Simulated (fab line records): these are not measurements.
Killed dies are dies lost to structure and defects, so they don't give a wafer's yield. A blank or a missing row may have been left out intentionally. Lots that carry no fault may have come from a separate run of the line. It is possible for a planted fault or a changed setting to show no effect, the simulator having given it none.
Comparing a struck lot with a sound one ; flow sky130 ; 16 steps out of a route of 708
Sound: the wafers L691.2, L691.3, L691.5. Struck: wafer L706.2. (L706.5, L706.6 of the same lot were not struck and are left out.) The cause comes at the end.
Order at every step that has rows: each side's tool, ch and its chambers, its first start. Under that, the readings that differ: sound wafers ; struck wafers ; difference of the means ; sigmas: that difference in standard deviations of wafers without a fault.
alike: readings whose means differ by less than 2 such deviations, and words and numbers that are the same on both sides. not compared: withheld readings, readings that some wafer has no value for, bounds like >300 that may hide the same value, and numbers for which the record gives no deviation and whose values overlap.
The two part at a step that has a row with sigmas, a row that says differs or no value, or rows on one side only. Non-overlapping numbers with no deviation appear without sigmas and do not part them. A reading missing from all wafers of one side parts the sides only when that side holds two or more wafers.

first, 8 steps without rows for these wafers: SKY_METAL1_DEHYDRATE_07 (time 60 s); SKY_METAL1_HMDS_08 (prime time 60 s); SKY_METAL1_COAT_09 (resist thk 60 nm); SKY_METAL1_COAT_10 (resist thk 450 nm); SKY_METAL1_SOFTBAKE_11 (time 90 s); SKY_METAL1_EXPOSE_12 (exposes mask MM1, target cd 140 nm); SKY_METAL1_PEB_13; SKY_METAL1_DEVELOP_14 (develop time 60 s).
SKY_METAL1_CD_MEAS_15: target cd 140 nm.
  sound on cdSem-01, day 32 09:18; struck on cdSem-02, day 37 08:50
reading;sound;struck;difference;sigmas
cdNm (nm);139.1 139.1 140.3;142.3;+2.8;+2
SKY_METAL1_OVL_MEAS_16:
  sound on overlay-02, day 32 09:25; struck on overlay-01, day 37 08:57
  alike: METAL1_OVL
SKY_METAL1_DESCUM_17: chemistry O2, time 8 s.
  sound on rieMetal-03 ch 0,1, day 32 09:26; struck on rieMetal-02 ch 0, day 37 08:59
  alike: drypumpMotorCurrentA, oesProductAu
  not compared: rfHoursCounterH
SKY_METAL1_ETCH_18: etches BARC in N2/H2, stops on SiO2, time 45.9 s, target depth 60 nm.
  sound on rieMetal-03 ch 0,1, day 32 09:28; struck on rieMetal-02 ch 0, day 37 09:01
  alike: drypumpMotorCurrentA, oesProductAu, throttleValvePct
  not compared: rfHoursCounterH
SKY_METAL1_METAL_ETCH_19: etches the open film in Cl2/BCl3, stops on SiO2, target depth 360 nm, time 78 s.
  sound on rieMetal-03 ch 0,1, day 32 09:32; struck on rieMetal-02 ch 0, day 37 09:04
reading;sound;struck;difference;sigmas
oesProductAu (a.u.);0.866 0.855 0.855;0.774;-0.085;-15
overEtchFrac;0.3 0.3 0.3;0.55153;+0.25153;
model.KrF-thick_of_METAL1_COAT_10.thkNm (nm);159.8 157.2 156.1;115.6;-42.1;
model.SiO2_of_CONTACT_HDPCVD_02.thkNm (nm);325.7 325.4 325.8;324.5;-1.1;
  alike: drypumpMotorCurrentA, throttleValvePct
  not compared: rfHoursCounterH, model.METAL1.cdNm
SKY_METAL1_STRIP_20: strips in O2/N2.
  sound on plasmaAsher-03 ch 0,1, day 32 09:37; struck on plasmaAsher-04 ch 0, day 37 09:10
reading;sound;struck;difference;sigmas
oesProductAu (a.u.);0.344 0.338 0.339;0.324;-0.016;-4
stripTimeToEndpointS (s);2.70 2.68 2.67;2.22;-0.46;-11
  alike: drypumpMotorCurrentA
  not compared: rfHoursCounterH
then, 1 step without rows for these wafers: SKY_METAL1_STRIP_21 (strips in post etch residue remover, time 1200 s).
-- the record jumps here: 12 days lie between the struck wafers' starts before and after (it left off in module METAL1 and takes up again in module PAD_OPEN, whose first step shown is number 708 of the route) --
SKY_PAD_OPEN_PROBE_99:
  sound on prober-01, day 45 17:02; struck on prober-01, day 49 08:31
reading;sound;struck;difference;sigmas
killed_at_M4_up;4 7 4;1;-4;-2
sort_bin_6_memory (%);7.1 7.9 8.3;4.7;-3.1;-3
model.etest.met1.widthNm (nm);139.2 139.9 140.9;142.9;+2.9;
model.etest.met1.lineOhmUm;0.9073 0.904 0.9059;0.9004;-0.0053;
  alike: defectLimitedYield, killed_at_M0_to_M3, killedAtContacts, killedAtFrontEnd, killedAtOther, killedDies, killedOpen, killedShort, sort_bin_3_pad_short, sort_bin_5_function, sortNPass, sortYieldPct

WHERE THEY PART
Last at SKY_PAD_OPEN_PROBE_99 as far as this record goes, first at SKY_METAL1_CD_MEAS_15.

WHY: the cause the simulator had injected
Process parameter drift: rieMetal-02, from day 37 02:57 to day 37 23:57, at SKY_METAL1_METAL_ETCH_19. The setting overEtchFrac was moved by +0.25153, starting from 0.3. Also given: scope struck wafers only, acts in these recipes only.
